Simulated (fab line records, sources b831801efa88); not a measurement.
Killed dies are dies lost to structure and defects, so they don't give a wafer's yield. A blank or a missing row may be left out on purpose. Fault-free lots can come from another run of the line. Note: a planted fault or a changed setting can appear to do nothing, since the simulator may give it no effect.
Matching of chambers :: flow gf180mcu :: GF_V5_CMP_04 on cmp-01: 4 sister chambers
The step polishes SiO2. 18 wafers are shown with their chamber, then 9 later ones without.

## WAFERS WITH THEIR CHAMBER
wafer: L077.1
chamber: 1
motor current A (A): 11.9

wafer: L077.4
chamber: 0
motor current A (A): 12.1

wafer: L077.5
chamber: 2
motor current A (A): 11.2

wafer: L080.3
chamber: 3
motor current A (A): 11.7

wafer: L080.4
chamber: 2
motor current A (A): 11.3

wafer: L080.5
chamber: 1
motor current A (A): 12.2

wafer: L082.1
chamber: 2
motor current A (A): 11.3

wafer: L082.2
chamber: 1
motor current A (A): 12.1

wafer: L082.6
chamber: 3
motor current A (A): 11.4

wafer: L083.3
chamber: 1
motor current A (A): 12.6

wafer: L083.4
chamber: 2
motor current A (A): 11.4

wafer: L083.6
chamber: 3
motor current A (A): 12.0

wafer: L085.1
chamber: 3
motor current A (A): 11.4

wafer: L085.2
chamber: 1
motor current A (A): 11.8

wafer: L085.4
chamber: 0
motor current A (A): 12.3

wafer: L088.1
chamber: 3
motor current A (A): 11.6

wafer: L088.3
chamber: 1
motor current A (A): 11.8

wafer: L088.5
chamber: 3
motor current A (A): 11.5

SIGNATURES (averages over the wafers above)
reading: motor current A
chamber 0: 12.200
chamber 1: 12.067
chamber 2: 11.300
chamber 3: 11.600
scatter within a chamber: 0.235
Rule: distance of a wafer from a chamber = root of the sum over the readings of ((wafer's reading minus chamber's mean) / reading's scatter) squared. The wafer belongs to the nearest chamber; if the next one is less than 2 further off, it can't be placed. The scatter: the root of (the sum of the squares of (reading less its chamber's mean) over the shown wafers, divided by (wafers less chambers)).

## WAFERS WHOSE CHAMBER IS MISSING
wafer: L090.1
motor current A (A): 11.2

wafer: L090.3
motor current A (A): 11.2

wafer: L090.6
motor current A (A): 12.0

wafer: L092.3
motor current A (A): 11.2

wafer: L092.4
motor current A (A): 11.5

wafer: L092.6
motor current A (A): 11.1

wafer: L094.4
motor current A (A): 12.0

wafer: L094.5
motor current A (A): 11.0

wafer: L094.6
motor current A (A): 11.2

## WHICH CHAMBER EACH ONE RAN IN
wafer: L090.1
from the rows above: can't be placed: 2 or 3
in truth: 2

wafer: L090.3
from the rows above: can't be placed: 2 or 3
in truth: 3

wafer: L090.6
from the rows above: can't be placed: 1 or 0 or 3
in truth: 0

wafer: L092.3
from the rows above: can't be placed: 2 or 3
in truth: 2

wafer: L092.4
from the rows above: can't be placed: 3 or 2 or 1
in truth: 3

wafer: L092.6
from the rows above: can't be placed: 2 or 3
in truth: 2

wafer: L094.4
from the rows above: can't be placed: 1 or 0 or 3
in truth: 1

wafer: L094.5
from the rows above: can't be placed: 2 or 3
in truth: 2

wafer: L094.6
from the rows above: can't be placed: 2 or 3
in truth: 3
Placed correctly: 0 of 9. Can't be placed from these rows: 9 (the true chamber is among the candidates in 9). Number placed wrongly: 0.
